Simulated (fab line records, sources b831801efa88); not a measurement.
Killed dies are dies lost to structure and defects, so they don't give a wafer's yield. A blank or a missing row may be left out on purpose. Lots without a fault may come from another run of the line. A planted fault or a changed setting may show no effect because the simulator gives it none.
One fault seen from 2 desks | flow sky130 | each desk has only its own numbers; what lay behind them comes last

THE TOOL OWNER'S DESK: hdpcvd-01
The tool's own readings at SKY_LI_CONTACT_HDPCVD_00 (deposits PSG, target thk 930 nm, time 155 s): means of the sampled wafers that have a number, for each lot that ran on this tool. A lot is out of limits, marked OUT, if its mean lies more than 4 standard deviations from the usual mean; the brackets give that distance.
Columns: A = run_length_s at SKY_LI_CONTACT_HDPCVD_00, usual 182.5 s
lot  | first seen here | A
L739 | day 28 16:50    | 183.2
L740 | day 28 19:40    | 182.9
L742 | day 28 23:55    | 218.4 (+55) OUT
L744 | day 29 08:31    | 218.8 (+56) OUT
L745 | day 30 16:43    | 235.6 (+82) OUT
L754 | day 33 13:28    | 182.4
L757 | day 34 02:16    | 182.7
L760 | day 34 22:55    | 182.9
L762 | day 35 04:04    | 182.8
This desk's finding: out of limits on L742, L744, L745; first on L742, day 28 23:55 (run_length_s at SKY_LI_CONTACT_HDPCVD_00). In limits: L739, L740, L754, L757, L760, L762.

THE METROLOGY DESK
What the gauges read, lot by lot, whatever tool the lot ran on: means of the sampled wafers that have a number. A lot is out of limits, marked OUT, if its mean lies more than 4 standard deviations from the usual mean; the brackets give that distance.
Columns: A = SD_P_RS at SKY_SD_N_RS_MEAS_17, usual 147.0 ohm/sq; B = LI_CONTACT_HDPCVD_THK at SKY_LI_CONTACT_THK_MEAS_01, usual 926 nm; C = cd_nm at SKY_LI_CONTACT_CD_MEAS_12, usual 169.5 nm; D = LI_CONTACT_OVL at SKY_LI_CONTACT_OVL_MEAS_13, usual 0 nm
lot  | first seen here | A     | B              | C     | D
L739 | day 28 16:37    | 147.1 | 926            | 169.9 | 4
L740 | day 28 19:28    | 146.8 | 929            | 169.9 | 3
L742 | day 28 23:39    | 146.9 | 1137 (+25) OUT | 168.2 | -12
L741 | day 29 01:17    | 147.0 | 930            | 169.5 | -1
L744 | day 29 08:16    | 146.7 | 1134 (+25) OUT | 168.6 | 3
L745 | day 30 16:29    | 146.7 | 1246 (+38) OUT | 169.1 | -4
L747 | day 30 23:25    | 146.9 | 922            | 169.3 | -1
L755 | day 33 06:52    | 147.5 | 929            | 168.5 | -3
L754 | day 33 13:13    | 146.5 | 929            | 170.1 | 2
L756 | day 33 20:08    | 146.7 | 926            | 169.7 | 1
L757 | day 34 02:01    | 147.2 | 922            | 170.0 | 8
L760 | day 34 22:41    | 147.6 | 942            | 169.0 | -1
L762 | day 35 03:49    | 147.0 | 921            | 169.0 | 2
This desk's finding: out of limits on L742, L744, L745; first on L742, day 29 00:01 (LI_CONTACT_HDPCVD_THK at SKY_LI_CONTACT_THK_MEAS_01). In limits: L739, L740, L741, L747, L755, L754, L756, L757, L760, L762.

PUT TOGETHER
The tool owner's desk could have raised an alarm at day 28 23:55, on L742, L744, L745.
The metrology desk could have raised an alarm at day 29 00:01, on L742, L744, L745.
Of the lots named, all ran SKY_LI_CONTACT_HDPCVD_00 on hdpcvd-01.

WHAT THE SIMULATOR HAD PUT IN
Process parameter drift: hdpcvd-01, from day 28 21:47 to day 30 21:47, at SKY_LI_CONTACT_HDPCVD_00. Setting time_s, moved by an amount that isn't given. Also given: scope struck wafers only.
Lots struck among those shown: L742, L744, L745.
Hours from the fault's start to each desk's first reading out of limits: the tool owner's desk, 2; the metrology desk, 2.
